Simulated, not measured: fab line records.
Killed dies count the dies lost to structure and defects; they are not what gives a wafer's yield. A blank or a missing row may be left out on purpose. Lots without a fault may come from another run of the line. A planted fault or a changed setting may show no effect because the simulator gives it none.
fab line records    flow gf180mcu    part 1 of 2: steps 1 to 27 of 39
record lots=5  wafers=15  lastDay=34
route steps=602 shown STI@7 DNWELL@32 NWELL@42
lots with no fault: from the same line, run without faults
startH: hours from the record's opening day to when the first of the lot's shown wafers began    waitH: hours since the lot's step before    " same as the row above    L1.1+2: a row that stands for several wafers    - no value, or no start was given    * or withheld: withheld    < > ~ a bound
route shown NAME@n: a module of which the file shows steps, and the number in the route of the first    usual: mean and standard deviation over wafers with no fault    same: alike in all rows    chamber/n: place in a boat    sites: each site's reading    _std_site: standard deviation across them    _edge_site: mean of outer sites minus mean of inner sites    radiusMm: for every site, how far away it sits from the centre of the wafer    mask NAME#n: copy n    behind: the last tool/chamber to shape the wafer    hold: why the lot was held/for how many hours/how that ended    device: names the non-switching transistor (n, p or np)    end of line: the same wafers' tests at the end of the route    for a step that has no rows: nothing shown but its recipe    killed: the dies lost at the first sort to structure and to defects; this is not the yield of the wafer    map: a wafer's dies, x killed, . not, _ none there
set.NAME: the run value of the setting; set.NAME@STEP: its run value at that earlier step    model.NAME: the simulator's own value behind a step, which no gauge read
certain route steps with their lots: each step a table, each wafer a row
services: from which hour (startH, from the record's first day; less than 0 if before it) a tool's chamber was out of use, for how many hours, and why
## steps
# step GF_STI_HMDS_06
# recipe primeTimeS=60  primeTempC=120
lot.wafer   tool           chamber  startH  waitH
L076.1+4+6  lithoTrack-04  0        31.13   0.1
L079.1+5+6  lithoTrack-01  0        43.98   0.1
L086.1+4+5  lithoTrack-01  0        80.58   0.1
L092.1+2+3  lithoTrack-04  0        110.98  0.1
L097.1+2+5  lithoTrack-02  0        136.05  0.1
# step GF_STI_COAT_07
# recipe resist=KrF  spinRpm=withheld  resistThkNm=700
lot.wafer   tool           chamber  startH  waitH
L076.1+4+6  lithoTrack-04  0        31.28   0.1
L079.1+5+6  lithoTrack-01  0        44.13   0.1
L086.1+4+5  lithoTrack-01  0        80.73   0.1
L092.1+2+3  lithoTrack-04  0        111.13  0.1
L097.1+2+5  lithoTrack-02  0        136.20  0.1
# step GF_STI_SOFTBAKE_08
# recipe tempC=130  timeS=60  resist=KrF
# usual plateTempC=129.98/0.13
lot.wafer  tool           chamber  startH  waitH  plateTempC
L076.1     lithoTrack-04  0        31.43   0.1    130.00
L076.4     "              0        "       "      130.13
L076.6     "              0        "       "      130.01
L079.1     lithoTrack-01  0        44.28   0.1    130.11
L079.5     "              0        "       "      129.96
L079.6     "              0        "       "      129.83
L086.1     lithoTrack-01  0        80.88   0.1    130.04
L086.4     "              0        "       "      129.97
L086.5     "              0        "       "      129.88
L092.1     lithoTrack-04  0        111.28  0.1    130.04
L092.2     "              0        "       "      130.00
L092.3     "              0        "       "      130.11
L097.1     lithoTrack-02  0        136.35  0.1    129.90
L097.2     "              0        "       "      129.90
L097.5     "              0        "       "      129.95
# step GF_STI_EXPOSE_09
# recipe maskId=COMP  targetCdNm=220  na=0.68  sourceShape=conventional  sigmaOuter=0.6  doseMj=28
# same sigmaOuter=0.6
lot.wafer   tool           chamber  startH  waitH  mask
L076.1+4+6  krfScanner-01  0        -       -      COMP#0
L079.1+5+6  krfScanner-01  0        -       -      COMP#0
L086.1+4+5  krfScanner-02  0        -       -      COMP#0
L092.1+2+3  krfScanner-01  0        -       -      COMP#0
L097.1+2+5  krfScanner-02  0        -       -      COMP#0
# step GF_STI_PEB_10
# recipe pebTempC=135  pebTimeS=90  resist=KrF
# usual plateTempC=134.98/0.13
lot.wafer  tool           chamber  startH  waitH  plateTempC
L076.1     lithoTrack-04  0        -       -      134.89
L076.4     "              0        "       "      135.07
L076.6     "              0        "       "      134.93
L079.1     lithoTrack-01  0        -       -      135.22
L079.5     "              0        "       "      135.11
L079.6     "              0        "       "      135.08
L086.1     lithoTrack-04  0        -       -      134.97
L086.4     "              0        "       "      134.90
L086.5     "              0        "       "      134.99
L092.1     lithoTrack-01  0        -       -      134.81
L092.2     "              0        "       "      134.99
L092.3     "              0        "       "      135.00
L097.1     lithoTrack-01  0        -       -      134.82
L097.2     "              0        "       "      134.88
L097.5     "              0        "       "      134.74
# step GF_STI_DEVELOP_11
# recipe developTimeS=60  devTempC=21
lot.wafer   tool           chamber  startH  waitH
L076.1+4+6  lithoTrack-04  0        37.38   0.2
L079.1+5+6  lithoTrack-01  0        50.63   0.2
L086.1+4+5  lithoTrack-04  0        87.33   0.2
L092.1+2+3  lithoTrack-01  0        118.88  0.2
L097.1+2+5  lithoTrack-01  0        144.33  0.2
# step GF_STI_CD_MEAS_12
# recipe targetCdNm=220
# usual cdNm=220.6/1.3
lot.wafer  tool      chamber  startH  waitH  cdNm
L076.1     cdSem-01  -        37.53   0.1    220.8
L076.4     "         -        "       "      219.6
L076.6     "         -        "       "      221.3
L079.1     cdSem-02  -        50.78   0.1    221.1
L079.5     "         -        "       "      221.7
L079.6     "         -        "       "      220.2
L086.1     cdSem-01  -        87.48   0.1    221.5
L086.4     "         -        "       "      221.9
L086.5     "         -        "       "      222.0
L092.1     cdSem-01  -        119.03  0.1    222.1
L092.2     "         -        "       "      222.4
L092.3     "         -        "       "      221.7
L097.1     cdSem-01  -        144.48  0.1    220.9
L097.2     "         -        "       "      219.6
L097.5     "         -        "       "      219.1
# step GF_STI_ETCH_13
# recipe chemistry=CHF3/O2  stopOn=Si  overEtchFrac=0.3  targetDepthA=2823.1  sourceW=600  biasW=200  pressureMtorr=40  chf3FlowSccm=50  O2_flow_sccm=5  timeS=112.9
# usual drypumpMotorCurrentA=5.5/0.43  oesProductAu=0.832/0.007  throttleValvePct=8.810/0.01
lot.wafer  tool        chamber  startH  waitH  drypumpMotorCurrentA  oesProductAu  rfHoursCounterH  throttleValvePct
L076.1     rieDiel-01  1        37.65   0.1    4.7                   0.839         72               8.813
L076.4     "           3        "       "      6.1                   0.837         72               8.822
L076.6     "           0        "       "      5.1                   0.831         -                8.814
L079.1     rieDiel-01  3        50.90   0.1    6.1                   0.829         72               8.798
L079.5     "           1        "       "      4.7                   0.838         -                8.800
L079.6     "           0        "       "      5.1                   0.838         -                8.802
L086.1     rieDiel-01  3        87.60   0.1    6.1                   0.826         73               8.815
L086.4     "           2        "       "      5.8                   0.821         129              8.802
L086.5     "           1        "       "      4.7                   0.827         -                8.812
L092.1     rieDiel-03  3        119.15  0.1    5.4                   0.827         113              8.807
L092.2     "           1        "       "      5.7                   0.830         1                8.802
L092.3     "           2        "       "      5.8                   0.830         2                8.819
L097.1     rieDiel-02  1        144.60  0.1    5.6                   0.833         63               8.813
L097.2     "           2        "       "      5.8                   0.826         67               8.800
L097.5     "           3        "       "      5.8                   0.835         -                8.795
# step GF_STI_ETCH_14
# recipe target=Si  chemistry=HBr/Cl2/O2  targetDepthNm=360  icpW=600  biasW=150  pressureMtorr=15  HBr_flow_sccm=150  Cl2_flow_sccm=40  O2_flow_sccm=6  timeS=102.9
# usual drypumpMotorCurrentA=5.9/0.46  oesProductAu=1.000/0.0069  throttleValvePct=25.657/0.01
lot.wafer  tool      chamber  startH  waitH  drypumpMotorCurrentA  oesProductAu  rfHoursCounterH  throttleValvePct
L076.1     rieSi-02  1        37.73   0.0    5.2                   1.016         83               25.636
L076.4     "         0        "       "      5.3                   1.001         24               25.653
L076.6     "         0        "       "      5.3                   1.020         -                25.682
L079.1     rieSi-02  0        50.98   0.0    5.3                   1.004         24               25.653
L079.5     "         2        "       "      6.5                   0.996         -                25.646
L079.6     "         1        "       "      5.2                   1.000         -                25.665
L086.1     rieSi-02  2        87.68   0.0    6.5                   1.007         149              25.659
L086.4     "         0        "       "      5.3                   1.008         24               25.652
L086.5     "         2        "       "      6.5                   0.998         -                25.667
L092.1     rieSi-02  3        119.23  0.0    5.9                   1.003         103              25.651
L092.2     "         0        "       "      5.3                   1.005         25               25.673
L092.3     "         2        "       "      6.5                   0.998         0                25.650
L097.1     rieSi-01  0        144.68  0.0    5.9                   0.994         3                25.666
L097.2     "         2        "       "      5.6                   0.996         8                25.671
L097.5     "         0        "       "      5.9                   0.990         -                25.652
# step GF_STI_STRIP_15
# recipe chemistry=O2/N2  powerW=1400  pressureMtorr=1500  platenTempC=250  o2FlowSccm=3000  n2FlowSccm=300  overashFraction=0.5
# usual drypumpMotorCurrentA=5.4/0.51  heaterPowerW=307/19  o2FlowSccm=3000/10  oesProductAu=0.384/0.005  stripTimeToEndpointS=3.73/0.039
lot.wafer  tool            chamber  startH  waitH  drypumpMotorCurrentA  heaterPowerW  o2FlowSccm  oesProductAu  rfHoursCounterH  stripTimeToEndpointS
L076.1     plasmaAsher-01  1        37.81   0.0    5.4                   276           3015        0.384         25               3.62
L076.4     "               0        "       "      4.8                   310           3011        0.386         -                3.69
L076.6     "               0        "       "      4.8                   308           3008        0.374         -                3.66
L079.1     plasmaAsher-03  1        51.05   0.0    5.7                   299           2999        0.378         40               3.66
L079.5     "               1        "       "      5.7                   303           3011        0.387         -                3.70
L079.6     "               0        "       "      5.2                   305           3003        0.383         -                3.69
L086.1     plasmaAsher-03  1        87.75   0.0    5.7                   305           2966        0.387         44               3.74
L086.4     "               1        "       "      5.7                   302           2983        0.379         -                3.70
L086.5     "               0        "       "      5.2                   298           2997        0.382         -                3.75
L092.1     plasmaAsher-01  1        119.30  0.0    5.4                   279           2996        0.389         33               3.73
L092.2     "               0        "       "      4.8                   309           3002        0.395         33               3.75
L092.3     "               0        "       "      4.8                   315           3005        0.386         -                3.69
L097.1     plasmaAsher-02  1        144.75  0.0    6.4                   321           3005        0.390         48               3.75
L097.2     "               0        "       "      5.6                   340           2999        0.385         48               3.68
L097.5     "               1        "       "      6.4                   320           3010        0.379         -                3.69
# step GF_STI_CLEAN_16
# recipe chemistry=dHF  timeS=25  dilution=100:1
lot.wafer   tool         chamber  startH  waitH
L076.1+4+6  wetBench-04  3        37.91   0.1
L079.1+5+6  wetBench-03  3        51.15   0.1
L086.1+4+5  wetBench-02  1        87.85   0.1
L092.1+2+3  wetBench-04  3        119.40  0.1
L097.1+2+5  wetBench-03  0        144.85  0.1
# step GF_STI_WET_ETCH_17
# recipe chemistry=H3PO4  targetDepthNm=45  tempC=160  target=Si3N4  timeS=495.1
# usual tempC=160.04/0.15
lot.wafer  tool         chamber  startH  waitH  tempC
L076.1     wetBench-04  1        37.92   0.0    159.77
L076.4     "            1        "       "      159.84
L076.6     "            1        "       "      160.11
L079.1     wetBench-04  1        51.17   0.0    160.00
L079.5     "            1        "       "      159.99
L079.6     "            1        "       "      159.95
L086.1     wetBench-04  2        87.87   0.0    160.10
L086.4     "            2        "       "      159.98
L086.5     "            2        "       "      160.09
L092.1     wetBench-02  2        119.42  0.0    159.75
L092.2     "            2        "       "      159.87
L092.3     "            2        "       "      159.98
L097.1     wetBench-02  2        144.87  0.0    160.05
L097.2     "            2        "       "      159.97
L097.5     "            2        "       "      159.97
# step GF_STI_CLEAN_18
# recipe chemistry=SC1/SC2  mix=1:4:20  tempC=70  timeS=150
# usual tempC=70.01/0.11
lot.wafer  tool         chamber  startH  waitH  tempC
L076.1     wetBench-03  1        38.07   0.0    70.03
L076.4     "            1        "       "      69.92
L076.6     "            1        "       "      69.90
L079.1     wetBench-03  0        51.61   0.3    70.19
L079.5     "            0        "       "      70.01
L079.6     "            0        "       "      70.04
L086.1     wetBench-02  3        88.03   0.0    70.04
L086.4     "            3        "       "      70.05
L086.5     "            3        "       "      70.26
L092.1     wetBench-04  2        119.58  0.0    69.95
L092.2     "            2        "       "      70.01
L092.3     "            2        "       "      69.98
L097.1     wetBench-03  1        145.03  0.0    70.01
L097.2     "            1        "       "      70.02
L097.5     "            1        "       "      69.96
# step GF_STI_CLEAN_19
# recipe chemistry=dHF  timeS=20  dilution=100:1
lot.wafer   tool         chamber  startH  waitH
L076.1+4+6  wetBench-04  0        38.12   0.0
L079.1+5+6  wetBench-03  1        51.66   0.0
L086.1+4+5  wetBench-04  2        88.08   0.0
L092.1+2+3  wetBench-03  0        119.63  0.0
L097.1+2+5  wetBench-04  3        145.09  0.0
# step GF_STI_WET_ETCH_20
# recipe chemistry=dHF  dilution=100:1  targetDepthNm=20  tempC=25  dry=ipaMarangoni  target=SiO2  timeS=400
# usual tempC=25.02/0.1
lot.wafer  tool         chamber  startH  waitH  tempC
L076.1     wetBench-03  2        38.14   0.0    25.04
L076.4     "            2        "       "      25.00
L076.6     "            2        "       "      25.00
L079.1     wetBench-03  1        51.67   0.0    24.86
L079.5     "            1        "       "      24.87
L079.6     "            1        "       "      25.02
L086.1     wetBench-02  3        88.10   0.0    25.08
L086.4     "            3        "       "      25.10
L086.5     "            3        "       "      25.12
L092.1     wetBench-02  3        119.65  0.0    25.05
L092.2     "            3        "       "      25.05
L092.3     "            3        "       "      24.92
L097.1     wetBench-03  0        145.10  0.0    24.94
L097.2     "            0        "       "      25.05
L097.5     "            0        "       "      24.94
# step GF_STI_OXIDATION_21
# recipe tempC=1000  ambient=O2  stabiliseS=600  purgeS=300  targetThkA=150  oxTimeS=458
# usual spikeTcBottomC=1019.4/1  zonePowerCentrePct=25.0/1.9
lot.wafer  tool        chamber  startH  waitH  spikeTcBottomC  zonePowerCentrePct
L076.1     furnace-02  0        38.25   0.0    1019.0          26.5
L076.4     "           0        "       "      1020.9          26.6
L076.6     "           0        "       "      1019.8          26.5
L079.1     furnace-02  0        55.05   3.3    1018.9          26.6
L079.5     "           0        "       "      1021.2          26.4
L079.6     "           0        "       "      1020.7          26.9
L086.1     furnace-02  0        88.22   0.0    1019.6          26.3
L086.4     "           0        "       "      1017.8          26.6
L086.5     "           0        "       "      1020.7          26.4
L092.1     furnace-01  0        120.64  0.9    1019.0          22.8
L092.2     "           0        "       "      1019.7          22.6
L092.3     "           0        "       "      1020.1          23.0
L097.1     furnace-02  0        146.02  0.8    1020.3          26.4
L097.2     "           0        "       "      1019.5          26.3
L097.5     "           0        "       "      1018.6          26.0
# step GF_STI_THK_MEAS_22
# recipe reads=SiO2_of_STI_OXIDATION_21
# usual STI_OXIDATION_01_THK=15.13/0.24
lot.wafer  tool          chamber  startH  waitH  STI_OXIDATION_01_THK[nm]
L076.1     filmMetro-04  -        39.38   0.0    15.21
L076.4     "             -        "       "      15.34
L076.6     "             -        "       "      15.38
L079.1     filmMetro-04  -        56.18   0.0    15.11
L079.5     "             -        "       "      15.11
L079.6     "             -        "       "      14.84
L086.1     filmMetro-02  -        89.35   0.0    15.06
L086.4     "             -        "       "      15.25
L086.5     "             -        "       "      14.98
L092.1     filmMetro-04  -        121.77  0.0    14.96
L092.2     "             -        "       "      15.00
L092.3     "             -        "       "      14.85
L097.1     filmMetro-04  -        147.15  0.0    15.16
L097.2     "             -        "       "      15.26
L097.5     "             -        "       "      15.25
# step GF_STI_CVD_23
# recipe material=SiO2  targetThkNm=650  sigmaOpenFrac=0.3  timeS=108.3  tempC=600  sih4FlowSccm=60  pressureMtorr=6
lot.wafer   tool       chamber  startH  waitH
L076.1+4+6  hdpcvd-02  2,0,1    39.44   0.1
L079.1+5+6  hdpcvd-01  2,0,1    56.24   0.1
L086.1+4+5  hdpcvd-02  2,1,2    89.41   0.1
L092.1+2+3  hdpcvd-01  2,1,0    121.83  0.1
L097.1+2+5  hdpcvd-01  2,0,2    147.21  0.1
# step GF_STI_THK_MEAS_24
# recipe reads=SiO2_of_STI_CVD_23
# usual STI_CVD_23_THK=652/5.8
lot.wafer  tool          chamber  startH  waitH  STI_CVD_23_THK[nm]
L076.1     filmMetro-04  -        39.55   0.1    648
L076.4     "             -        "       "      650
L076.6     "             -        "       "      656
L079.1     filmMetro-02  -        56.32   0.0    649
L079.5     "             -        "       "      646
L079.6     "             -        "       "      646
L086.1     filmMetro-03  -        89.48   0.0    652
L086.4     "             -        "       "      653
L086.5     "             -        "       "      654
L092.1     filmMetro-04  -        121.91  0.0    664
L092.2     "             -        "       "      644
L092.3     "             -        "       "      654
L097.1     filmMetro-02  -        147.29  0.0    661
L097.2     "             -        "       "      656
L097.5     "             -        "       "      659
# step GF_STI_CMP_25
# recipe stopOn=Si3N4  tOverpolishS=33  downForcePsi=4  platenRpm=60  targetThkNm=524.6  padVelocityMS=0.94248
# usual motorCurrentA=12.2/1.6  overpolishRunS=33.002/0.0091  timeToEndpointS=125/4.5
lot.wafer  tool    chamber  startH  waitH  motorCurrentA  overpolishRunS  timeToEndpointS
L076.4     cmp-01  3        39.91   0.3    10.5           33.014          127
L076.1     "       0        "       "      12.2           32.997          123
L076.6     "       2        "       "      13.7           32.988          123
L079.1     cmp-02  3        56.53   0.2    10.5           32.998          125
L079.5     "       0        "       "      12.4           32.997          124
L079.6     "       1        "       "      10.8           32.991          129
L086.4     cmp-02  2        89.54   0.0    14.8           33.006          127
L086.1     "       3        "       "      9.9            33.022          122
L086.5     "       3        "       "      10.6           33.014          126
L092.3     cmp-01  2        121.97  0.0    14.0           33.006          123
L092.2     "       3        "       "      11.2           33.002          122
L092.1     "       1        "       "      11.4           32.992          130
L097.1     cmp-02  1        147.40  0.1    10.9           32.996          130
L097.2     "       3        "       "      10.4           32.991          132
L097.5     "       0        "       "      12.7           33.003          139
# step GF_STI_WET_ETCH_26
# recipe chemistry=dHF  targetDepthNm=94  target=SiO2  tempC=25  dilution=10:1  timeS=188
# usual tempC=25.03/0.095
lot.wafer  tool         chamber  startH  waitH  tempC
L076.1     wetBench-03  3        40.16   0.1    25.13
L076.4     "            3        "       "      25.01
L076.6     "            3        "       "      25.10
L079.1     wetBench-03  1        56.68   0.1    25.05
L079.5     "            1        "       "      24.99
L079.6     "            1        "       "      25.12
L086.1     wetBench-02  0        89.84   0.2    24.97
L086.4     "            0        "       "      24.99
L086.5     "            0        "       "      25.04
L092.1     wetBench-04  2        122.27  0.1    25.14
L092.2     "            2        "       "      25.08
L092.3     "            2        "       "      25.04
L097.1     wetBench-03  2        147.65  0.2    24.98
L097.2     "            2        "       "      25.01
L097.5     "            2        "       "      25.09
# step GF_STI_WET_ETCH_27
# recipe chemistry=H3PO4  targetDepthNm=160  target=Si3N4  tempC=160  timeS=1825
# usual tempC=159.97/0.16
lot.wafer  tool         chamber  startH  waitH  tempC
L076.1     wetBench-03  0        40.22   0.0    159.92
L076.4     "            0        "       "      160.09
L076.6     "            0        "       "      160.10
L079.1     wetBench-02  3        56.74   0.0    159.96
L079.5     "            3        "       "      159.99
L079.6     "            3        "       "      160.02
L086.1     wetBench-04  0        89.90   0.0    160.06
L086.4     "            0        "       "      159.92
L086.5     "            0        "       "      159.90
L092.1     wetBench-02  3        122.33  0.0    159.98
L092.2     "            3        "       "      159.99
L092.3     "            3        "       "      160.13
L097.1     wetBench-02  3        147.71  0.0    160.25
L097.2     "            3        "       "      160.08
L097.5     "            3        "       "      160.19
# step GF_STI_WET_ETCH_28
# recipe chemistry=dHF  targetDepthNm=20  dry=ipaMarangoni  target=SiO2  tempC=25  dilution=10:1  timeS=40
# usual tempC=24.98/0.1
lot.wafer  tool         chamber  startH  waitH  tempC
L076.1     wetBench-04  0        40.74   0.0    24.93
L076.4     "            0        "       "      25.11
L076.6     "            0        "       "      25.01
L079.1     wetBench-03  0        57.30   0.0    25.01
L079.5     "            0        "       "      25.16
L079.6     "            0        "       "      25.12
L086.1     wetBench-02  0        90.47   0.0    25.06
L086.4     "            0        "       "      24.96
L086.5     "            0        "       "      25.03
L092.1     wetBench-03  0        122.84  0.0    24.87
L092.2     "            0        "       "      24.76
L092.3     "            0        "       "      24.86
L097.1     wetBench-03  2        148.23  0.0    24.92
L097.2     "            2        "       "      24.98
L097.5     "            2        "       "      24.86
# step GF_STI_OXIDATION_29
# recipe tempC=900  ambient=O2  stabiliseS=600  purgeS=300  targetThkA=100  oxTimeS=1418
# usual spikeTcBottomC=919.5/1.1  zonePowerCentrePct=19.8/1.5
lot.wafer  tool        chamber  startH  waitH  spikeTcBottomC  zonePowerCentrePct
L076.1     furnace-02  0        42.86   2.1    920.3           20.6
L076.4     "           0        "       "      919.8           20.9
L076.6     "           0        "       "      919.9           21.4
L079.1     furnace-02  0        63.22   5.9    919.9           21.2
L079.5     "           0        "       "      921.0           20.9
L079.6     "           0        "       "      918.2           21.0
L086.1     furnace-01  0        91.51   1.0    919.3           18.0
L086.4     "           0        "       "      918.1           17.7
L086.5     "           0        "       "      918.3           17.5
L092.1     furnace-01  0        123.16  0.3    917.8           17.8
L092.2     "           0        "       "      919.6           18.1
L092.3     "           0        "       "      919.4           17.9
L097.1     furnace-02  0        148.25  0.0    919.5           21.1
L097.2     "           0        "       "      917.5           20.7
L097.5     "           0        "       "      919.1           21.4
# step GF_STI_THK_MEAS_30
# recipe reads=SiO2_of_STI_OXIDATION_29
# usual STI_OXIDATION_02_THK=10.12/0.17
lot.wafer  tool          chamber  startH  waitH  STI_OXIDATION_02_THK[nm]
L076.1     filmMetro-04  -        44.26   0.0    10.20
L076.4     "             -        "       "      10.26
L076.6     "             -        "       "      10.38
L079.1     filmMetro-03  -        64.61   0.0    10.31
L079.5     "             -        "       "      10.15
L079.6     "             -        "       "      10.22
L086.1     filmMetro-04  -        92.91   0.0    9.77
L086.4     "             -        "       "      9.76
L086.5     "             -        "       "      9.73
L092.1     filmMetro-02  -        124.56  0.0    10.41
L092.2     "             -        "       "      9.96
L092.3     "             -        "       "      10.04
L097.1     filmMetro-02  -        149.64  0.0    10.10
L097.2     "             -        "       "      9.90
L097.5     "             -        "       "      10.13
# step GF_DNWELL_DEHYDRATE_00
# recipe tempC=200  timeS=60
# usual plateTempC=200.04/0.16
lot.wafer  tool           chamber  startH  waitH  plateTempC
L076.1     lithoTrack-03  0        49.77   5.5    199.93
L076.4     "              0        "       "      200.11
L076.6     "              0        "       "      200.00
L079.1     lithoTrack-01  0        69.78   5.2    200.19
L079.5     "              0        "       "      200.24
L079.6     "              0        "       "      200.05
L086.1     lithoTrack-01  0        99.03   6.1    200.04
L086.4     "              0        "       "      199.88
L086.5     "              0        "       "      200.06
L092.1     lithoTrack-01  0        131.68  7.1    199.95
L092.2     "              0        "       "      199.90
L092.3     "              0        "       "      199.86
L097.1     lithoTrack-03  0        156.96  7.3    200.34
L097.2     "              0        "       "      200.10
L097.5     "              0        "       "      200.09
# step GF_DNWELL_HMDS_01
# recipe primeTimeS=60  primeTempC=120
lot.wafer   tool           chamber  startH  waitH
L076.1+4+6  lithoTrack-03  0        49.92   0.1
L079.1+5+6  lithoTrack-01  0        69.93   0.1
L086.1+4+5  lithoTrack-01  0        99.18   0.1
L092.1+2+3  lithoTrack-01  0        131.83  0.1
L097.1+2+5  lithoTrack-03  0        157.11  0.1
